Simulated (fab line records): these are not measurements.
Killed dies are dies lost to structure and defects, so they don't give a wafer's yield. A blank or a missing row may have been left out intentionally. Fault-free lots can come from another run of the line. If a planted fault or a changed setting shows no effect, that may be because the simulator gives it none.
2 desks looking at one fault || flow sky130 || each desk has only its own numbers; what lay behind them comes last

## AT THE TOOL OWNER'S DESK: pvdSputter-02
The tool's own readings at SKY_METAL4_SPUTTER_00 (material Ti, target thk 15 nm, time 10 s): means of the sampled wafers that have a number, for each lot that ran on this tool. A lot is out of limits, marked OUT, if its mean lies more than 4 standard deviations from the usual mean; the brackets give that distance.
Columns: A = throttleValvePct at SKY_METAL4_SPUTTER_00, usual 30.0 %
{"lot": "L177", "first seen here": "day 40 05:02", "A": 31.0}
{"lot": "L183", "first seen here": "day 41 22:53", "A": 29.9}
{"lot": "L186", "first seen here": "day 43 04:25", "A": 29.3}
{"lot": "L185", "first seen here": "day 43 07:49", "A": 29.9}
{"lot": "L187", "first seen here": "day 43 14:23", "A": 29.7}
This desk's finding: nothing out of limits on any of the 5 lots.

## FROM THE METROLOGY DESK
What the gauges read for every lot (on any tool): the sampled wafers with a number, averaged. A lot is out of limits, marked OUT, if its mean lies more than 4 standard deviations from the usual mean; the brackets give that distance.
Columns: A = VIA3_OVL at SKY_VIA3_OVL_MEAS_13, usual 0 nm; B = VIA3_W_RS at SKY_VIA3_RS_MEAS_22, usual 0.295 ohm/sq; C = VIA3_W_THK at SKY_VIA3_THK_MEAS_23, usual 393 nm
{"lot": "L177", "first seen here": "day 40 03:18", "A": -1, "B": 0.292, "C": 398}
{"lot": "L183", "first seen here": "day 41 21:06", "A": 5, "B": 0.293, "C": 395}
{"lot": "L186", "first seen here": "day 43 03:02", "A": -9, "B": 0.293, "C": 397}
{"lot": "L185", "first seen here": "day 43 06:23", "A": -0, "B": 0.295, "C": 396}
{"lot": "L187", "first seen here": "day 43 12:57", "A": 5, "B": 0.293, "C": 396}
{"lot": "L196", "first seen here": "day 45 09:07", "A": 4, "B": 0.298, "C": 393}
{"lot": "L198", "first seen here": "day 45 20:21", "A": -2, "B": 0.295, "C": 397}
This desk's finding: nothing out of limits on any of the 7 lots.

## ALL TOGETHER
The tool owner's desk saw nothing out of limits.
Nothing out of limits was seen by the metrology desk.

## WHAT WAS PUT IN BY THE SIMULATOR
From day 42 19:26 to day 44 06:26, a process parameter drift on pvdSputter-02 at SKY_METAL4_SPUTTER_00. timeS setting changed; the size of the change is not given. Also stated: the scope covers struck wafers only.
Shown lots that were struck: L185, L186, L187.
